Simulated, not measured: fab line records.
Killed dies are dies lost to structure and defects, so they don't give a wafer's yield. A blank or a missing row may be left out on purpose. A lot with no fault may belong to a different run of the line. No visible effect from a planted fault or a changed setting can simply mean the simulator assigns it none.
Which tool was responsible? || flow sky130 || 11 lots with 33 wafers sampled at 3 steps, on a route of 708 steps

## WHAT EACH GAUGE READ, for each wafer
SKY_METAL3_CD_MEAS_13: the cd target is 300 nm.
{"lot": "L195", "measured": "day 38 05:49", "on": "cdSem-01", "cdNm (nm)": "301.8 301.3 299.4"}
{"lot": "L197", "measured": "day 38 22:17", "on": "cdSem-01", "cdNm (nm)": "299.4 300.0 300.0"}
{"lot": "L198", "measured": "day 39 02:48", "on": "cdSem-02", "cdNm (nm)": "297.8 298.3 297.4"}
{"lot": "L201", "measured": "day 40 03:53", "on": "cdSem-02", "cdNm (nm)": "295.5 297.5 296.1"}
{"lot": "L206", "measured": "day 42 10:01", "on": "cdSem-01", "cdNm (nm)": "308.6 309.2 308.9"}
{"lot": "L207", "measured": "day 42 19:42", "on": "cdSem-01", "cdNm (nm)": "308.5 308.5 307.4"}
{"lot": "L208", "measured": "day 42 23:33", "on": "cdSem-01", "cdNm (nm)": "306.6 306.7 306.1"}
{"lot": "L209", "measured": "day 42 23:51", "on": "cdSem-01", "cdNm (nm)": "303.9 304.4 303.8"}
{"lot": "L211", "measured": "day 43 07:31", "on": "cdSem-02", "cdNm (nm)": "302.6 303.0 302.6"}
{"lot": "L212", "measured": "day 43 16:01", "on": "cdSem-02", "cdNm (nm)": "298.8 298.5 298.1"}
{"lot": "L218", "measured": "day 44 23:01", "on": "cdSem-02", "cdNm (nm)": "300.0 300.4 301.0"}

## WHICH TOOL RAN EACH LOT (tool, then ch and the chambers of the sampled wafers, then the start)
{"lot": "L195", "SKY_METAL3_SPUTTER_03": "pvdSputter-04, day 36 01:46", "SKY_METAL3_EXPOSE_10": "krfScanner-02 ch 0, day 37 17:30"}
{"lot": "L197", "SKY_METAL3_SPUTTER_03": "pvdSputter-01, day 36 18:44", "SKY_METAL3_EXPOSE_10": "krfScanner-01 ch 0, day 38 09:16"}
{"lot": "L198", "SKY_METAL3_SPUTTER_03": "pvdSputter-02, day 36 22:55", "SKY_METAL3_EXPOSE_10": "krfScanner-01 ch 0, day 38 14:21"}
{"lot": "L201", "SKY_METAL3_SPUTTER_03": "pvdSputter-02, day 38 01:22", "SKY_METAL3_EXPOSE_10": "krfScanner-02 ch 0, day 39 15:37"}
{"lot": "L206", "SKY_METAL3_SPUTTER_03": "pvdSputter-02, day 40 10:23", "SKY_METAL3_EXPOSE_10": "krfScanner-01 ch 0, day 41 22:40"}
{"lot": "L207", "SKY_METAL3_SPUTTER_03": "pvdSputter-02, day 40 19:55", "SKY_METAL3_EXPOSE_10": "krfScanner-01 ch 0, day 42 07:47"}
{"lot": "L208", "SKY_METAL3_SPUTTER_03": "pvdSputter-01, day 40 23:16", "SKY_METAL3_EXPOSE_10": "krfScanner-01 ch 0, day 42 11:09"}
{"lot": "L209", "SKY_METAL3_SPUTTER_03": "pvdSputter-01, day 40 23:34", "SKY_METAL3_EXPOSE_10": "krfScanner-01 ch 0, day 42 11:40"}
{"lot": "L211", "SKY_METAL3_SPUTTER_03": "pvdSputter-01, day 41 07:25", "SKY_METAL3_EXPOSE_10": "krfScanner-02 ch 0, day 42 19:56"}
{"lot": "L212", "SKY_METAL3_SPUTTER_03": "pvdSputter-04, day 41 15:03", "SKY_METAL3_EXPOSE_10": "krfScanner-02 ch 0, day 43 04:58"}
{"lot": "L218", "SKY_METAL3_SPUTTER_03": "pvdSputter-02, day 43 01:16", "SKY_METAL3_EXPOSE_10": "krfScanner-02 ch 0, day 44 12:06"}
- SKY_METAL3_SPUTTER_03: material Ti, target thk 5 nm, time 3.3 s.
- SKY_METAL3_EXPOSE_10: exposes mask MM3, target cd 300 nm.

## THE ANSWER, worked out from the rows above alone
Rule: what is usual is taken from the lots themselves. The widest of any qualifying gaps counts: lots, ordered by their means at a reading, are off when they make up no more than a third of the lots, leave a main group of 4 or more, and stand apart from it by 3 or more times the standard deviation of that group's means. A main group is skipped when, at the precision printed for the reading in the tables above, its means are all equal. A lot without any number at a reading at which 4 lots or more have one is off too. Any other lot the step has rows for is counted as sound.
Nothing can be told from this: no lot is off at any reading shown.

## WHAT THE SIMULATOR HAD PUT IN
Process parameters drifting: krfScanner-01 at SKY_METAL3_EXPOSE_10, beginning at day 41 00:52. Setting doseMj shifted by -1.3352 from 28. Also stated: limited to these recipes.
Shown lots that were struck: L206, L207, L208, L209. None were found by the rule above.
